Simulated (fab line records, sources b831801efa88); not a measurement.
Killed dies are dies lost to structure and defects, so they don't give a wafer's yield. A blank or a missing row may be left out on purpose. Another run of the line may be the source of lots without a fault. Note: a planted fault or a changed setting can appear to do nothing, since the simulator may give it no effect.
fab line records	flow gf180mcu
[record] lots = 24	wafers = 72	last-day = 35
route steps=602 shown STI@3 VT_IMPLANT@100 HV_LDD@225 V1@336 V2@387
lots with no fault: from the same line, run without faults
start-h: start of the lot's first displayed wafer, in hours after the record's first day	wait-h: hours elapsed since this lot's preceding step	" the same as in the row above	L1.1+2: a single row standing in for several wafers	- no value present, or no start provided	* or withheld: withheld	< > ~ a bound
route shown NAME@n: a module of which the file shows steps, and the number in the route of the first	usual: mean and standard deviation over wafers with no fault	same: alike in all rows	chamber/n: place in a boat	sites: per-site readings	_std_site: the standard deviation of these	_edge_site: inner sites' mean taken away from outer sites' mean	radius-mm: for every site, how far away it sits from the centre of the wafer	mask NAME#n: copy n	behind: the tool/chamber that last shaped the wafer	hold: reason for holding the lot/hours on hold/outcome of the hold	device: the n, p or np transistor that did not switch	end of line: tests run on the same wafers once the route is complete	a step without rows: its recipe alone	killed: dies lost to structure and defects at the first sort, not the wafer's yield	map: a wafer's dies, marking killed ones x, the rest . and places with no die _
set.NAME: the run value of the setting; set.NAME@STEP: its run value at that earlier step	model.NAME: the simulator's own value behind a step, which no gauge read
steps of the route over a sample of lots; a table a step, a row a wafer
services: from which hour (start-h, from the record's first day; less than 0 if before it) a tool's chamber was out of use, for how many hours, and why
[[steps]]
[step GF_STI_THK_MEAS_02]
[recipe] reads = SiO2_of_STI_OXIDATION_01
[usual] STI_OXIDATION_THK = 10.18/0.2
lot.wafer	tool	chamber	start-h	wait-h	STI_OXIDATION_THK[nm]
L074.2	film-metro-01	-	13.63	0.0	10.02
L074.3	"	-	"	"	10.13
L074.4	"	-	"	"	10.06
L075.4	film-metro-01	-	17.73	0.0	10.25
L075.5	"	-	"	"	10.17
L075.6	"	-	"	"	10.27
L076.1	film-metro-02	-	25.81	0.0	10.46
L076.2	"	-	"	"	10.40
L076.3	"	-	"	"	10.56
L077.1	film-metro-02	-	32.72	0.0	10.11
L077.2	"	-	"	"	10.11
L077.4	"	-	"	"	10.19
L078.2	film-metro-03	-	32.73	0.0	10.27
L078.4	"	-	"	"	10.20
L078.6	"	-	"	"	10.19
L079.1	film-metro-02	-	38.37	0.0	10.44
L079.3	"	-	"	"	10.22
L079.4	"	-	"	"	10.34
L080.1	film-metro-02	-	42.26	0.0	10.01
L080.2	"	-	"	"	10.27
L080.5	"	-	"	"	10.18
L081.1	film-metro-03	-	46.51	0.0	10.22
L081.5	"	-	"	"	10.35
L081.6	"	-	"	"	10.39
L082.2	film-metro-03	-	51.76	0.0	10.35
L082.5	"	-	"	"	10.40
L082.6	"	-	"	"	10.23
L083.2	film-metro-02	-	56.52	0.0	10.57
L083.4	"	-	"	"	10.41
L083.5	"	-	"	"	10.45
L084.2	film-metro-01	-	62.45	0.1	10.09
L084.4	"	-	"	"	10.09
L084.5	"	-	"	"	10.11
L085.2	film-metro-01	-	66.52	0.0	10.35
L085.3	"	-	"	"	10.82
L085.6	"	-	"	"	10.26
L086.2	film-metro-02	-	71.52	0.0	9.91
L086.4	"	-	"	"	10.11
L086.6	"	-	"	"	10.04
L087.1	film-metro-02	-	76.51	0.0	10.43
L087.3	"	-	"	"	10.52
L087.4	"	-	"	"	10.47
L088.1	film-metro-03	-	81.51	0.0	10.03
L088.3	"	-	"	"	10.06
L088.4	"	-	"	"	9.90
L089.1	film-metro-03	-	86.51	0.0	10.07
L089.2	"	-	"	"	10.30
L089.5	"	-	"	"	10.19
L090.4	film-metro-03	-	91.54	0.0	9.98
L090.5	"	-	"	"	9.89
L090.6	"	-	"	"	10.03
L091.1	film-metro-03	-	96.51	0.0	9.87
L091.3	"	-	"	"	10.23
L091.6	"	-	"	"	9.92
L092.3	film-metro-02	-	101.53	0.0	10.18
L092.4	"	-	"	"	10.07
L092.6	"	-	"	"	10.27
L093.1	film-metro-02	-	106.51	0.0	10.16
L093.3	"	-	"	"	10.12
L093.4	"	-	"	"	10.20
L094.1	film-metro-02	-	111.51	0.0	9.95
L094.2	"	-	"	"	10.07
L094.3	"	-	"	"	9.89
L095.1	film-metro-02	-	117.22	0.0	9.98
L095.3	"	-	"	"	9.86
L095.6	"	-	"	"	9.90
L096.2	film-metro-02	-	122.89	0.0	10.09
L096.4	"	-	"	"	10.10
L096.5	"	-	"	"	10.12
L097.3	film-metro-03	-	127.06	0.0	10.06
L097.5	"	-	"	"	10.11
L097.6	"	-	"	"	10.11
[step GF_VT_IMPLANT_TW_MEAS_10]
[usual] VT_IMPLANT_TW = 566/3.6
lot.wafer	tool	chamber	start-h	wait-h	VT_IMPLANT_TW
L074.2	film-metro-04	-	123.36	0.1	573
L074.3	"	-	"	"	567
L074.4	"	-	"	"	571
L075.4	film-metro-04	-	125.04	0.1	569
L075.5	"	-	"	"	571
L075.6	"	-	"	"	569
L076.1	film-metro-04	-	130.10	0.1	568
L076.2	"	-	"	"	569
L076.3	"	-	"	"	569
L077.1	film-metro-02	-	140.56	0.1	564
L077.2	"	-	"	"	567
L077.4	"	-	"	"	568
L078.2	film-metro-02	-	141.87	0.1	566
L078.4	"	-	"	"	564
L078.6	"	-	"	"	565
L079.1	film-metro-02	-	149.81	0.1	565
L079.3	"	-	"	"	569
L079.4	"	-	"	"	568
L080.1	film-metro-01	-	154.05	0.1	561
L080.2	"	-	"	"	561
L080.5	"	-	"	"	562
L081.1	film-metro-04	-	160.25	0.1	569
L081.5	"	-	"	"	567
L081.6	"	-	"	"	569
L082.2	film-metro-01	-	165.36	0.1	558
L082.5	"	-	"	"	560
L082.6	"	-	"	"	563
L083.2	film-metro-01	-	173.02	0.1	562
L083.4	"	-	"	"	560
L083.5	"	-	"	"	563
L084.2	film-metro-02	-	177.89	0.1	563
L084.4	"	-	"	"	565
L084.5	"	-	"	"	560
L085.2	film-metro-02	-	183.06	0.1	565
L085.3	"	-	"	"	565
L085.6	"	-	"	"	563
L086.2	film-metro-02	-	187.97	0.1	565
L086.4	"	-	"	"	564
L086.6	"	-	"	"	562
L087.1	film-metro-04	-	196.40	0.1	569
L087.3	"	-	"	"	569
L087.4	"	-	"	"	569
L088.1	film-metro-04	-	203.06	0.1	571
L088.3	"	-	"	"	569
L088.4	"	-	"	"	566
L089.1	film-metro-01	-	206.16	0.1	565
L089.2	"	-	"	"	566
L089.5	"	-	"	"	564
L090.4	film-metro-01	-	215.19	0.1	565
L090.5	"	-	"	"	563
L090.6	"	-	"	"	563
L091.1	film-metro-02	-	221.81	0.1	570
L091.3	"	-	"	"	568
L091.6	"	-	"	"	567
L092.3	film-metro-02	-	227.43	0.1	567
L092.4	"	-	"	"	567
L092.6	"	-	"	"	561
L093.1	film-metro-04	-	232.91	0.1	569
L093.3	"	-	"	"	571
L093.4	"	-	"	"	571
L094.1	film-metro-04	-	239.99	0.1	568
L094.2	"	-	"	"	567
L094.3	"	-	"	"	571
L095.1	film-metro-01	-	243.86	0.1	557
L095.3	"	-	"	"	559
L095.6	"	-	"	"	559
L096.2	film-metro-04	-	252.42	0.1	568
L096.4	"	-	"	"	567
L096.5	"	-	"	"	566
L097.3	film-metro-04	-	260.13	0.1	565
L097.5	"	-	"	"	568
L097.6	"	-	"	"	569
[step GF_VT_IMPLANT_OVL_MEAS_40]
[usual] VT_IMPLANT_03_OVL = -1.3/1.5
lot.wafer	tool	chamber	start-h	wait-h	VT_IMPLANT_03_OVL[nm]
L074.2	overlay-02	-	170.77	0.1	-0.7
L074.3	"	-	"	"	0.1
L074.4	"	-	"	"	0.1
L075.4	overlay-01	-	174.10	0.1	-3.6
L075.5	"	-	"	"	-3.7
L075.6	"	-	"	"	-3.5
L076.1	overlay-01	-	179.37	0.1	-0.7
L076.2	"	-	"	"	-0.2
L076.3	"	-	"	"	-0.4
L077.1	overlay-01	-	190.83	0.1	-2.4
L077.2	"	-	"	"	-3.5
L077.4	"	-	"	"	-1.2
L078.2	overlay-02	-	192.68	0.1	-1.9
L078.4	"	-	"	"	-2.7
L078.6	"	-	"	"	-3.2
L079.1	overlay-02	-	201.37	0.1	0.2
L079.3	"	-	"	"	-1.8
L079.4	"	-	"	"	-0.3
L080.1	overlay-01	-	205.57	0.1	-1.7
L080.2	"	-	"	"	-1.4
L080.5	"	-	"	"	0.6
L081.1	overlay-02	-	212.91	0.1	-2.4
L081.5	"	-	"	"	0.3
L081.6	"	-	"	"	0.6
L082.2	overlay-02	-	217.96	0.1	-1.8
L082.5	"	-	"	"	-0.8
L082.6	"	-	"	"	-1.2
L083.2	overlay-01	-	226.08	0.1	-1.3
L083.4	"	-	"	"	-1.3
L083.5	"	-	"	"	1.2
L084.2	overlay-01	-	231.73	0.1	-2.9
L084.4	"	-	"	"	-1.8
L084.5	"	-	"	"	-2.1
L085.2	overlay-02	-	237.46	0.1	-2.7
L085.3	"	-	"	"	-3.0
L085.6	"	-	"	"	-3.0
L086.2	overlay-01	-	243.23	0.1	-1.5
L086.4	"	-	"	"	-2.2
L086.6	"	-	"	"	-1.4
L087.1	overlay-02	-	251.12	0.1	-3.4
L087.3	"	-	"	"	-2.8
L087.4	"	-	"	"	-0.9
L088.1	overlay-01	-	258.13	0.1	-0.8
L088.3	"	-	"	"	-2.4
L088.4	"	-	"	"	-1.0
L089.1	overlay-02	-	262.57	0.1	0.8
L089.2	"	-	"	"	-1.8
L089.5	"	-	"	"	1.4
L090.4	overlay-01	-	271.99	0.1	1.4
L090.5	"	-	"	"	0.9
L090.6	"	-	"	"	1.0
L091.1	overlay-02	-	279.02	0.1	0.3
L091.3	"	-	"	"	1.2
L091.6	"	-	"	"	0.5
L092.3	overlay-01	-	284.14	0.1	-2.0
L092.4	"	-	"	"	-2.1
L092.6	"	-	"	"	-1.6
L093.1	overlay-02	-	290.02	0.1	-0.2
L093.3	"	-	"	"	-2.5
L093.4	"	-	"	"	-1.2
L094.1	overlay-02	-	297.37	0.1	-1.0
L094.2	"	-	"	"	-1.1
L094.3	"	-	"	"	-0.7
L095.1	overlay-02	-	303.91	0.1	-1.8
L095.3	"	-	"	"	0.3
L095.6	"	-	"	"	-1.3
L096.2	overlay-01	-	313.03	0.1	-1.8
L096.4	"	-	"	"	-0.9
L096.5	"	-	"	"	-1.1
L097.3	overlay-01	-	321.63	0.1	-3.3
L097.5	"	-	"	"	-4.5
L097.6	"	-	"	"	-4.1
[step GF_HV_LDD_STRIP_49]
[recipe] chemistry = O2/N2	power-w = 1400	pressure-mtorr = 1500	platen-temp-c = 250	o2-flow-sccm = 3000	n2-flow-sccm = 300	overash-fraction = 0.5
[usual] drypump-motor-current-A = 6.0/0.53	heater-power-w = 326/14	oes-product-au = 0.716/0.0045	strip-time-to-endpoint-s = 12.62/0.036
lot.wafer	tool	chamber	start-h	wait-h	drypump-motor-current-A	heater-power-w	oes-product-au	rf-hours-counter-h	strip-time-to-endpoint-s
L074.2	plasma-asher-04	0	290.73	0.1	6.1	343	0.717	66	12.59
L074.3	"	1	"	"	6.7	323	0.711	-	12.58
L074.4	"	0	"	"	6.1	345	0.721	-	12.60
L075.4	plasma-asher-01	1	296.71	0.1	5.9	316	0.704	-	12.65
L075.5	"	0	"	"	5.3	311	0.714	-	12.70
L075.6	"	1	"	"	5.9	311	0.720	-	12.63
L076.1	plasma-asher-03	0	302.91	0.1	6.2	329	0.723	52	12.65
L076.2	"	1	"	"	5.2	306	0.715	52	12.65
L076.3	"	1	"	"	5.2	313	0.712	-	12.68
L077.1	plasma-asher-04	0	317.58	0.1	6.1	354	0.723	68	12.62
L077.2	"	1	"	"	6.7	323	0.722	68	12.64
L077.4	"	0	"	"	6.1	341	0.713	-	12.64
L078.2	plasma-asher-04	0	324.51	0.1	6.1	343	0.726	69	12.61
L078.4	"	1	"	"	6.7	324	0.711	-	12.63
L078.6	"	0	"	"	6.1	356	0.715	-	12.66
L079.1	plasma-asher-04	1	332.71	0.1	6.7	327	0.717	70	12.63
L079.3	"	0	"	"	6.1	346	0.724	-	12.62
L079.4	"	1	"	"	6.7	312	0.718	-	12.65
L080.1	plasma-asher-03	1	333.43	0.1	5.2	313	0.710	56	12.58
L080.2	"	0	"	"	6.2	332	0.719	56	12.61
L080.5	"	0	"	"	6.2	323	0.714	-	12.56
L081.1	plasma-asher-01	0	348.87	0.1	5.2	315	0.715	67	12.63
L081.5	"	0	"	"	5.2	320	0.712	-	12.66
L081.6	"	1	"	"	5.9	328	0.721	-	12.66
L082.2	plasma-asher-04	1	349.17	0.1	6.7	322	0.718	72	12.58
L082.5	"	1	"	"	6.7	321	0.722	-	12.53
L082.6	"	0	"	"	6.1	352	0.726	-	12.58
L083.2	plasma-asher-01	0	362.02	0.1	5.3	309	0.716	68	12.63
L083.4	"	1	"	"	5.9	317	0.708	-	12.66
L083.5	"	0	"	"	5.2	307	0.715	-	12.68
L084.2	plasma-asher-03	0	367.03	0.1	6.2	333	0.715	59	12.61
L084.4	"	0	"	"	6.2	320	0.722	-	12.60
L084.5	"	0	"	"	6.2	336	0.712	-	12.61
L085.2	plasma-asher-03	1	377.88	0.1	5.2	302	0.717	60	12.64
L085.3	"	1	"	"	5.2	316	0.715	-	12.62
L085.6	"	0	"	"	6.2	332	0.718	-	12.61
L086.2	plasma-asher-04	1	379.91	0.1	6.7	317	0.719	75	12.67
L086.4	"	1	"	"	6.7	318	0.722	-	12.68
L086.6	"	1	"	"	6.6	319	0.720	-	12.64
L087.1	plasma-asher-04	1	390.78	0.1	6.7	328	0.719	76	12.58
L087.3	"	0	"	"	6.1	352	0.707	-	12.59
L087.4	"	1	"	"	6.7	321	0.709	-	12.59
L088.1	plasma-asher-04	1	397.52	0.1	6.7	317	0.721	77	12.64
L088.3	"	0	"	"	6.1	343	0.721	-	12.64
L088.4	"	1	"	"	6.7	321	0.716	-	12.61
L089.1	plasma-asher-01	0	408.43	0.1	5.2	316	0.720	72	12.56
L089.2	"	1	"	"	5.9	307	0.718	72	12.63
L089.5	"	0	"	"	5.2	311	0.718	-	12.59
L090.4	plasma-asher-04	1	412.81	0.1	6.7	321	0.710	-	12.57
L090.5	"	1	"	"	6.7	319	0.717	-	12.60
L090.6	"	0	"	"	6.1	357	0.711	-	12.57
L091.1	plasma-asher-04	0	424.73	0.1	6.1	348	0.714	80	12.62
L091.3	"	1	"	"	6.7	319	0.719	-	12.67
L091.6	"	0	"	"	6.0	350	0.719	-	12.62
L092.3	plasma-asher-04	1	428.71	0.1	6.7	324	0.718	-	12.62
L092.4	"	0	"	"	6.1	350	0.709	-	12.63
L092.6	"	1	"	"	6.7	330	0.710	-	12.63
L093.1	plasma-asher-01	0	436.01	0.1	5.2	336	0.717	1	12.61
L093.3	"	1	"	"	5.9	329	0.716	-	12.65
L093.4	"	0	"	"	5.3	331	0.725	-	12.64
L094.1	plasma-asher-03	0	447.16	0.1	6.2	336	0.713	67	12.60
L094.2	"	1	"	"	5.2	310	0.717	67	12.59
L094.3	"	0	"	"	6.2	329	0.711	-	12.58
L095.1	plasma-asher-03	1	454.16	0.1	5.2	309	0.723	68	12.67
L095.3	"	1	"	"	5.2	304	0.710	-	12.69
L095.6	"	0	"	"	6.2	331	0.715	-	12.66
L096.2	plasma-asher-03	1	462.95	0.1	5.2	315	0.714	69	12.65
L096.4	"	0	"	"	6.2	334	0.718	-	12.61
L096.5	"	1	"	"	5.2	309	0.717	-	12.65
L097.3	plasma-asher-01	1	473.38	0.1	5.9	312	0.715	-	12.62
L097.5	"	0	"	"	5.2	323	0.714	-	12.65
L097.6	"	1	"	"	5.9	318	0.715	-	12.64
[step GF_V1_THK_MEAS_01]
[recipe] reads = SiO2_of_V1_CVD_00
[usual] V1_CVD_00_THK = 598/6.1
lot.wafer	tool	chamber	start-h	wait-h	V1_CVD_00_THK[nm]
L074.2	film-metro-02	-	410.61	0.0	587
L074.3	"	-	"	"	587
L074.4	"	-	"	"	588
L075.4	film-metro-03	-	419.78	0.0	607
L075.5	"	-	"	"	601
L075.6	"	-	"	"	607
L076.1	film-metro-03	-	424.23	0.0	590
L076.2	"	-	"	"	592
L076.3	"	-	"	"	586
L077.1	film-metro-02	-	440.12	0.0	604
L077.2	"	-	"	"	609
L077.4	"	-	"	"	601
L078.2	film-metro-02	-	453.27	0.0	604
L078.4	"	-	"	"	599
L078.6	"	-	"	"	601
L079.1	film-metro-03	-	461.17	0.0	597
L079.3	"	-	"	"	606
L079.4	"	-	"	"	606
L080.1	film-metro-02	-	461.50	0.0	581
L080.2	"	-	"	"	595
L080.5	"	-	"	"	585
L081.1	film-metro-02	-	477.44	0.0	598
L081.5	"	-	"	"	596
L081.6	"	-	"	"	596
L082.2	film-metro-02	-	477.81	0.0	591
L082.5	"	-	"	"	598
L082.6	"	-	"	"	590
L083.2	film-metro-03	-	493.14	0.1	598
L083.4	"	-	"	"	596
L083.5	"	-	"	"	601
L084.2	film-metro-01	-	500.25	0.0	589
L084.4	"	-	"	"	587
L084.5	"	-	"	"	599
L085.2	film-metro-01	-	509.49	0.0	597
L085.3	"	-	"	"	592
L085.6	"	-	"	"	604
L086.2	film-metro-02	-	512.46	0.0	610
L086.4	"	-	"	"	599
L086.6	"	-	"	"	610
L087.1	film-metro-01	-	520.48	0.0	606
L087.3	"	-	"	"	597
L087.4	"	-	"	"	601
L088.1	film-metro-02	-	527.80	0.0	601
L088.3	"	-	"	"	597
L088.4	"	-	"	"	602
L089.1	film-metro-03	-	539.05	0.0	604
L089.2	"	-	"	"	593
L089.5	"	-	"	"	596
L090.4	film-metro-03	-	543.80	0.0	598
L090.5	"	-	"	"	596
L090.6	"	-	"	"	593
L091.1	film-metro-01	-	553.87	0.0	605
L091.3	"	-	"	"	602
L091.6	"	-	"	"	601
L092.3	film-metro-03	-	559.22	0.1	592
L092.4	"	-	"	"	605
L092.6	"	-	"	"	599
L093.1	film-metro-01	-	563.64	0.0	592
L093.3	"	-	"	"	594
L093.4	"	-	"	"	602
L094.1	film-metro-03	-	571.46	0.0	596
L094.2	"	-	"	"	599
L094.3	"	-	"	"	604
L095.1	film-metro-03	-	577.38	0.0	605
L095.3	"	-	"	"	597
L095.6	"	-	"	"	599
L096.2	film-metro-02	-	584.77	0.0	599
L096.4	"	-	"	"	600
L096.5	"	-	"	"	605
L097.3	film-metro-02	-	595.05	0.1	598
L097.5	"	-	"	"	594
L097.6	"	-	"	"	598
[step GF_V2_BOW_MEAS_05]
[recipe] mode = bow
[usual] V2_BOW = 102/7.4
lot.wafer	tool	chamber	start-h	wait-h	V2_BOW[um]
L074.2	film-metro-03	-	464.36	0.2	100
L074.3	"	-	"	"	85
L074.4	"	-	"	"	82
L075.4	film-metro-01	-	474.45	0.3	89
L075.5	"	-	"	"	112
L075.6	"	-	"	"	102
L076.1	film-metro-04	-	477.69	0.1	102
L076.2	"	-	"	"	91
L076.3	"	-	"	"	99
L077.1	film-metro-04	-	493.94	0.2	104
L077.2	"	-	"	"	101
L077.4	"	-	"	"	106
L078.2	film-metro-03	-	506.00	0.2	99
L078.4	"	-	"	"	101
L078.6	"	-	"	"	102
L079.1	film-metro-01	-	512.78	0.2	95
L079.3	"	-	"	"	100
L079.4	"	-	"	"	114
L080.1	film-metro-01	-	513.43	0.2	117
L080.2	"	-	"	"	123
L080.5	"	-	"	"	104
L081.1	film-metro-04	-	529.98	0.2	108
L081.5	"	-	"	"	98
L081.6	"	-	"	"	114
L082.2	film-metro-01	-	530.30	0.2	99
L082.5	"	-	"	"	100
L082.6	"	-	"	"	98
L083.2	film-metro-03	-	543.54	0.3	91
L083.4	"	-	"	"	102
L083.5	"	-	"	"	108
L084.2	film-metro-03	-	549.90	0.2	102
L084.4	"	-	"	"	106
L084.5	"	-	"	"	107
L085.2	film-metro-03	-	560.14	0.1	95
L085.3	"	-	"	"	101
L085.6	"	-	"	"	94
L086.2	film-metro-01	-	563.00	0.3	102
L086.4	"	-	"	"	103
L086.6	"	-	"	"	103
L087.1	film-metro-03	-	569.53	0.1	109
L087.3	"	-	"	"	95
L087.4	"	-	"	"	103
L088.1	film-metro-01	-	574.58	0.2	108
L088.3	"	-	"	"	104
L088.4	"	-	"	"	114
L089.1	film-metro-01	-	584.95	0.2	112
L089.2	"	-	"	"	109
L089.5	"	-	"	"	100
L090.4	film-metro-01	-	590.58	0.2	91
L090.5	"	-	"	"	99
L090.6	"	-	"	"	109
L091.1	film-metro-04	-	599.09	0.2	106
L091.3	"	-	"	"	104
L091.6	"	-	"	"	106
L092.3	film-metro-03	-	603.86	0.1	99
L092.4	"	-	"	"	104
L092.6	"	-	"	"	106
L093.1	film-metro-03	-	607.13	0.1	95
L093.3	"	-	"	"	92
L093.4	"	-	"	"	96
L094.1	film-metro-01	-	616.42	0.2	99
L094.2	"	-	"	"	97
L094.3	"	-	"	"	101
L095.1	film-metro-03	-	623.63	0.2	104
L095.3	"	-	"	"	95
L095.6	"	-	"	"	104
L096.2	film-metro-04	-	630.59	0.1	105
L096.4	"	-	"	"	106
L096.5	"	-	"	"	106
L097.3	film-metro-01	-	640.12	0.1	112
L097.5	"	-	"	"	103
L097.6	"	-	"	"	99
[[services]]
tool	chamber	start-h	hours	kind
plasma-asher-04	-	273.60	1.3	repair
plasma-asher-01	-	277.35	1.5	repair
plasma-asher-04	-	313.01	2.8	pm
plasma-asher-03	-	337.71	5.5	repair
plasma-asher-01	-	377.63	0.5	repair
plasma-asher-04	-	384.83	0.8	repair
plasma-asher-01	-	421.25	9.0	pm
plasma-asher-01	0	421.25	9.0	vent-cycle
plasma-asher-01	1	421.25	9.0	vent-cycle
plasma-asher-01	0	430.25	-	clean
plasma-asher-01	1	430.25	-	clean
plasma-asher-04	-	453.79	4.3	pm
[[key]]
fault none
